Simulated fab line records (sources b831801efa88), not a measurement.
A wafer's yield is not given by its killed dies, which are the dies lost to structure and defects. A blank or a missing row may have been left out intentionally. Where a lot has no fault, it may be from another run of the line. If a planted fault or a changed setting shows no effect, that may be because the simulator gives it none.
A lot that was struck, set against a sound lot -- flow sky130 -- 16 steps out of a route of 708
Sound: the wafers L450.2, L450.4, L450.6. The struck wafers were L467.3, L467.4, L467.5. At the end, the cause is stated.
Each step with rows lists, per side, the tool, then ch with its chambers, then its first start. Under that, the readings that differ: sound wafers -- struck wafers -- difference of the means -- sigmas: that difference in standard deviations of wafers without a fault.
alike: words and numbers the same on both sides, and readings whose means are apart by under 2 such deviations; not compared: readings that were withheld, readings missing a value for some wafer, numbers with overlapping values and no deviation given by the record, and bounds like >300 which may hide the same value.
A row with sigmas, a row that says differs or no value, or rows on one side alone: a step with any of these is where the two part. Non-overlapping numbers with no deviation appear without sigmas and do not part them. A reading missing from all wafers of one side parts the sides only when that side holds two or more wafers.

first, 3 steps without rows for these wafers: SKY_LI_CONTACT_EXPOSE_09 (exposes mask LICM1, target cd 170 nm); SKY_LI_CONTACT_PEB_10; SKY_LI_CONTACT_DEVELOP_11 (develop time 60 s).
SKY_LI_CONTACT_CD_MEAS_12 targets a cd of 170 nm.
  sound on cd_sem-02 at day 30 08:52; struck on cd_sem-02 at day 35 15:00
  alike: cd_nm
SKY_LI_CONTACT_OVL_MEAS_13:
  sound on overlay-02 at day 30 08:59; struck on overlay-01 at day 35 15:05
  alike: LI_CONTACT_OVL
SKY_LI_CONTACT_ETCH_14: etches BARC in N2/H2, stops on SiO2, time 45.9 s, target depth 60 nm.
  sound on rie_diel-04 ch 0,3, day 30 09:01; struck on rie_diel-02 ch 0,1,3, day 35 15:07
  alike: drypump_motor_current_A, oes_product_au, throttle_valve_pct
  not compared: rf_hours_counter_h
SKY_LI_CONTACT_ETCH_15: etches PSG in C4F8/O2/Ar, stops on Si, target depth 600 nm.
  sound on rie_diel-04 ch 0,3, day 30 09:03; struck on rie_diel-02 ch 0,1,3, day 35 15:09
  alike: oes_product_au
SKY_LI_CONTACT_STRIP_16: strips in O2/N2.
  sound on plasma_asher-04 ch 0,1, day 30 09:08; struck on plasma_asher-01 ch 0,1, day 35 15:16
  alike: drypump_motor_current_A, oes_product_au, strip_time_to_endpoint_s
  not compared: rf_hours_counter_h
then, 2 steps without rows for these wafers: SKY_LI_CONTACT_CLEAN_17 (cleans in NMP, time 600 s); SKY_LI_CONTACT_PRE_CLEAN_18 (time 5.6 s).
SKY_LI_CONTACT_SPUTTER_19: material Ti, target thk 20 nm, time 106.37 s.
  sound on pvd_sputter-02 at day 30 09:26; struck on pvd_sputter-03 at day 35 15:32
reading,sound,struck,difference,sigmas
substrate_temp_c (C),200.11 200.10 200.11,199.83 199.77 199.67,-0.35,-3
  alike: throttle_valve_pct
SKY_LI_CONTACT_SPUTTER_20: material TiN, target thk 20 nm, time 80 s.
  sound on pvd_sputter-02 at day 30 09:31; struck on pvd_sputter-03 at day 35 15:37
  alike: throttle_valve_pct
SKY_LI_CONTACT_CVD_21: deposits W, target thk 400 nm, time 120.56 s.
  sound on cvd_w-01 ch 0, day 30 09:34; struck on cvd_w-01 ch 0,1, day 35 15:43
reading,sound,struck,difference,sigmas
susceptor_temp_C (C),400.02 400.26 399.85,397.35 396.75 397.02,-3.00,-13
model.W_of_LI_CONTACT_CVD_21.thk_nm (nm),399.7 403.9 403.8,385 373.9 381.6,-22,
  alike: heater_power_outer_w, heater_power_w
SKY_LI_CONTACT_RS_MEAS_22: the measuring method here is four-point-probe.
  sound on film_metro-04 at day 30 09:43; struck on film_metro-04 at day 35 15:50
reading,sound,struck,difference,sigmas
LI_CONTACT_W_RS (ohm/sq),0.2843 0.2818 0.2817,0.2955 0.3044 0.2981,+0.0167,+6
SKY_LI_CONTACT_THK_MEAS_23: measures by xrf.
  sound on film_metro-04 at day 30 09:50; struck on film_metro-04 at day 35 15:56
reading,sound,struck,difference,sigmas
LI_CONTACT_W_THK (nm),402 405 405,394 383 389,-15,-2
SKY_PAD_OPEN_PROBE_99:
  the record holds rows for the sound wafers here (prober-01, day 46 11:58) but none for the struck ones

== WHERE THEY PART ==
Earliest at SKY_LI_CONTACT_SPUTTER_19; latest, in this record, at SKY_PAD_OPEN_PROBE_99.

WHY: whatever the simulator had introduced
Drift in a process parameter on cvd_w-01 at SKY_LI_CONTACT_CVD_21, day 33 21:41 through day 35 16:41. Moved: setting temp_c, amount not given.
